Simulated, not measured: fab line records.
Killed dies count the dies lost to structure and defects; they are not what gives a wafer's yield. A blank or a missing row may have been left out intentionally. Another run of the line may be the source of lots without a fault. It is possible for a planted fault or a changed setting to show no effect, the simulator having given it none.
What tool caused it?	flow sky130	11 lots with 31 wafers sampled at 6 steps, on a route of 708 steps

WHAT EACH GAUGE READ, for each wafer
SKY_VT_ADJUST_PCH_OVL_MEAS_07.
lot	measured	on	VT_ADJUST_PCH_OVL (nm)
L343	day 10 10:08	overlay-01	0.8 1.6 -2.4
L344	day 10 14:22	overlay-01	1.0 1.0 1.3
L346	day 11 06:21	overlay-02	0.2 0.5 2.0
L353	day 13 13:33	overlay-01	2.4 0.3
L357	day 15 01:13	overlay-02	1.0 1.7
L358	day 15 01:33	overlay-01	0.8 -0.8 2.9
L360	day 15 22:21	overlay-01	2.6 1.0 0.5
L362	day 16 14:29	overlay-01	-1.5 -1.2 -0.6
L364	day 17 08:12	overlay-01	-1.5 2.4 0.9
L365	day 17 15:49	overlay-02	-1.1 1.5 -0.2
L366	day 18 05:35	overlay-01	0.5 1.4 2.2

SKY_LDD_P_TW_MEAS_11.
lot	measured	on	LDD_P_TW
L343	day 18 22:31	film metro-02	634 635 632
L344	day 19 05:07	film metro-01	643 641 643
L346	day 20 02:20	film metro-01	649 647 646
L353	day 22 18:19	film metro-01	640 642
L357	day 24 12:50	film metro-03	644 646
L358	day 24 12:10	film metro-01	645 646 648
L360	day 25 08:17	film metro-03	647 643 644
L362	day 26 03:57	film metro-02	636 638 638
L364	day 26 16:44	film metro-02	634 633 632
L365	day 27 03:24	film metro-03	639 645 644
L366	day 27 15:20	film metro-02	627 629 632

SKY_LOCAL_INTERCONNECT_RS_MEAS_01: the measuring method here is four-point-probe.
lot	measured	on	LOCAL_INTERCONNECT_TIN_RS (ohm/sq)
L343	day 29 05:02	film metro-01	14.12 14.16 14.24
L344	day 29 08:34	film metro-03	14.12 14.02 14.27
L346	day 30 04:45	film metro-03	13.89 14.04 13.99
L353	day 32 14:40	film metro-03	13.47 13.45 13.48 13.42
L357	day 34 07:02	film metro-01	14.22 13.28 14.24 13.26
L358	day 34 06:16	film metro-01	14.08 14.05 14.15
L360	day 34 23:11	film metro-04	14.09 13.95 14.04
L362	day 35 13:59	film metro-01	14.25 14.20 14.11
L364	day 36 04:39	film metro-01	14.10 14.00 14.07
L365	day 36 12:28	film metro-03	14.04 14.14 14.10
L366	day 36 23:23	film metro-03	14.25 14.19 14.18

SKY_LOCAL_INTERCONNECT_THK_MEAS_02: measures by xrf.
lot	measured	on	LOCAL_INTERCONNECT_TIN_THK (nm)
L343	day 29 05:10	film metro-01	101.7 100.9 100.3
L344	day 29 08:40	film metro-03	102.5 102.6 101.1
L346	day 30 04:52	film metro-03	103.1 102.1 102.9
L353	day 32 19:20	film metro-03	106.2 106.1 106.1 106.7
L357	day 34 13:23	film metro-01	101.3 107.8 101.4 107.5
L358	day 34 06:23	film metro-01	101.8 101.7 102.2
L360	day 34 23:19	film metro-04	102.2 102.6 102.6
L362	day 35 14:06	film metro-01	99.7 100.4 100.7
L364	day 36 04:44	film metro-01	100.8 101.5 101.3
L365	day 36 12:34	film metro-03	101.9 101.3 101.1
L366	day 36 23:31	film metro-03	100.6 101.5 101.3

SKY_LOCAL_INTERCONNECT_OVL_MEAS_12.
lot	measured	on	LOCAL_INTERCONNECT_OVL (nm)
L343	day 30 10:00	overlay-02	-4 -5 -1
L344	day 30 12:56	overlay-02	-5 0 -6
L346	day 31 09:33	overlay-02	2 -4 0
L353	day 33 17:34	overlay-02	4 3
L357	day 35 09:31	overlay-02	-4 -2
L358	day 35 08:31	overlay-02	6 3 3
L360	day 36 01:25	overlay-02	-3 6 -4
L362	day 36 15:49	overlay-01	2 9 -4
L364	day 37 07:07	overlay-01	-1 2 -2
L365	day 37 14:29	overlay-01	-2 -1 -3
L366	day 38 01:31	overlay-01	-1 7 -1

WHICH TOOL RAN EACH LOT (tool, then ch and the chambers of the sampled wafers, then the start)
lot	SKY_LOCAL_INTERCONNECT_SPUTTER_00
L343	pvd sputter-04, day 29 04:59
L344	pvd sputter-02, day 29 08:27
L346	pvd sputter-03, day 30 04:41
L353	pvd sputter-04, day 32 14:32
L357	pvd sputter-04, day 34 06:55
L358	pvd sputter-03, day 34 06:12
L360	pvd sputter-02, day 34 23:07
L362	pvd sputter-03, day 35 13:55
L364	pvd sputter-02, day 36 04:34
L365	pvd sputter-04, day 36 12:22
L366	pvd sputter-02, day 36 23:20
- SKY_LOCAL_INTERCONNECT_SPUTTER_00: material TiN, target thk 100 nm, time 83.3 s.

AS READ BY THE TOOLS THEMSELVES (means over the sampled wafers that have a number; for cases with no such wafer, the mark the record gives instead)
SKY_LOCAL_INTERCONNECT_SPUTTER_00.
lot	tool	substrate temp c (C)	throttle valve pct (%)
L343	pvd sputter-04	299.95	30.8
L344	pvd sputter-02	299.99	29.5
L346	pvd sputter-03	299.94	29.5
L353	pvd sputter-04	299.91	30.7
L357	pvd sputter-04	299.91	29.9
L358	pvd sputter-03	300.00	29.6
L360	pvd sputter-02	299.89	28.6
L362	pvd sputter-03	300.08	29.9
L364	pvd sputter-02	300.11	28.5
L365	pvd sputter-04	300.06	30.9
L366	pvd sputter-02	300.02	29.7

THE ANSWER, worked out from the rows above alone
Rule: what is usual is taken from the lots themselves. The widest of any qualifying gaps counts: lots, ordered by their means at a reading, are off when they make up no more than a third of the lots, leave a main group of 4 or more, and stand apart from it by 3 or more times the standard deviation of that group's means. A main group is skipped when, at the precision printed for the reading in the tables above, its means are all equal. A lot without any number at a reading at which 4 lots or more have one is off too. The other lots that the step has rows for count as sound. The gauges are gone through in route order, then the tools' own readings, and for those a lot's mean is taken as printed above. At the first step where some lot is off, the reading lying furthest off is the one used; lots without a number count as furthest.
Off: L353, L357, seen at SKY_LOCAL_INTERCONNECT_RS_MEAS_01 (LOCAL_INTERCONNECT_TIN_RS). The main group has a mean of 14.11 ohm/sq with a standard deviation of 0.074.
If a tool, at a process step before that reading, ran all the lots that are off and no sound lot after the first of them, it fits. The gauges at SKY_LOCAL_INTERCONNECT_RS_MEAS_01 are tried like those tools. None of those tried fits.

WHAT WAS PUT IN BY THE SIMULATOR
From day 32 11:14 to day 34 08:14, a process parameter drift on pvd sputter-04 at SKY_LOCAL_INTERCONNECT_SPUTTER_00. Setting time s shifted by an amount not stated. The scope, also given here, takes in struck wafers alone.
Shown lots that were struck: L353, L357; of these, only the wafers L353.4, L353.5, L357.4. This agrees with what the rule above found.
